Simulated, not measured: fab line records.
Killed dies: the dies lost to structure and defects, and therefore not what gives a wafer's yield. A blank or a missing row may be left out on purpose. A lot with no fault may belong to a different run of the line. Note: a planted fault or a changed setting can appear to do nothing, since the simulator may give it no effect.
Comparing a struck lot with a sound one | flow sky130 | 16 out of 708 route steps
Sound: these wafers, L668.1, L668.3, L668.6. Struck: wafers L670.3, L670.5 (left out: L670.2, a lot-mate that was not struck); the cause follows at the end.
For every step that has rows: the tool of each side, followed by ch and its chambers, followed by its first start. Under that, the readings that differ: sound wafers | struck wafers | difference of the means | sigmas: that difference in standard deviations of wafers without a fault.
alike: readings whose means differ by less than 2 such deviations, and words and numbers that are the same on both sides. not compared: withheld readings, readings that some wafer has no value for, bounds like >300 that may hide the same value, and numbers for which the record gives no deviation and whose values overlap.
Wherever a step has rows on one side only, a row that says differs or no value, or a row with sigmas, the two part there. Numbers that don't overlap but have no deviation are shown without sigmas and don't part them. Lack of a reading on every wafer of one side parts them only where that side has two or more wafers.

first, 6 steps without rows for these wafers: SKY_METAL5_HMDS_08 (prime time 60 s); SKY_METAL5_COAT_09 (resist thk 1800 nm); SKY_METAL5_SOFTBAKE_10 (time 60 s); SKY_METAL5_EXPOSE_11 (exposes mask MM5, target cd 1600 nm); SKY_METAL5_PEB_12; SKY_METAL5_DEVELOP_13 (develop time 60 s).
SKY_METAL5_DESCUM_14: chemistry O2, time 11 s.
  sound on rie-metal-04 ch 0,1, day 44 15:57; struck on rie-metal-04 ch 0, day 45 23:27
  alike: drypump-motor-current-A, oes-product-au
  not compared: rf-hours-counter-h
SKY_METAL5_METAL_ETCH_15: etches the open film in Cl2/BCl3, stops on SiO2, target depth 1260 nm, time 252 s.
  sound on rie-metal-04 ch 0,1, day 44 15:59; struck on rie-metal-04 ch 0, day 45 23:30
  alike: drypump-motor-current-A, oes-product-au, throttle-valve-pct
  not compared: rf-hours-counter-h
SKY_METAL5_STRIP_16: strips in O2/N2.
  sound on plasma-asher-01 ch 0,1, day 44 16:13; struck on plasma-asher-03 ch 1, day 45 23:49
  alike: drypump-motor-current-A, oes-product-au, strip-time-to-endpoint-s
  not compared: rf-hours-counter-h
then, 3 steps without rows for these wafers: SKY_METAL5_STRIP_17 (strips in post etch residue remover, time 1200 s); SKY_METAL5_CLEAN_18 (cleans in IPA, time 180 s); SKY_METAL5_CLEAN_19 (cleans in O3/DIW).
SKY_PASSIVATION_CVD_00: deposits SiO2, target thk 90 nm.
  sound on pecvd-04 ch 0,1, day 44 17:14; struck on pecvd-04 ch 2, day 46 00:45
  reading            | sound       | struck  | difference | sigmas
  heater-power-w (W) | 705 839 644 | 555 561 | -171       | -2
SKY_PASSIVATION_THK_MEAS_01:
  sound on film-metro-01, day 44 17:15; struck on film-metro-01, day 46 00:47
  reading                     | sound          | struck    | difference | sigmas
  PASSIVATION_CVD_00_THK (nm) | 89.0 90.5 89.8 | 84.5 86.2 | -4.4       | -4
SKY_PASSIVATION_CVD_02: deposits Si3N4, target thk 540 nm.
  sound on pecvd-01 ch 0,2, day 44 17:19; struck on pecvd-03 ch 0,1, day 46 00:50
  alike: heater-power-w
following that, these wafers have no rows for 1 step: SKY_PAD_OPEN_PROBE_99.

## WHERE THEY PART
At SKY_PASSIVATION_CVD_00 first; at SKY_PASSIVATION_THK_MEAS_01 last (within this record only). Later steps at which nothing parts them and some readings are alike: SKY_PASSIVATION_CVD_02.

WHY: the cause the simulator had injected
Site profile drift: pecvd-04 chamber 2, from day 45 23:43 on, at SKY_PASSIVATION_CVD_00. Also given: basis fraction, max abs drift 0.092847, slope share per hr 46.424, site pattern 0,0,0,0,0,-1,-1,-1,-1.
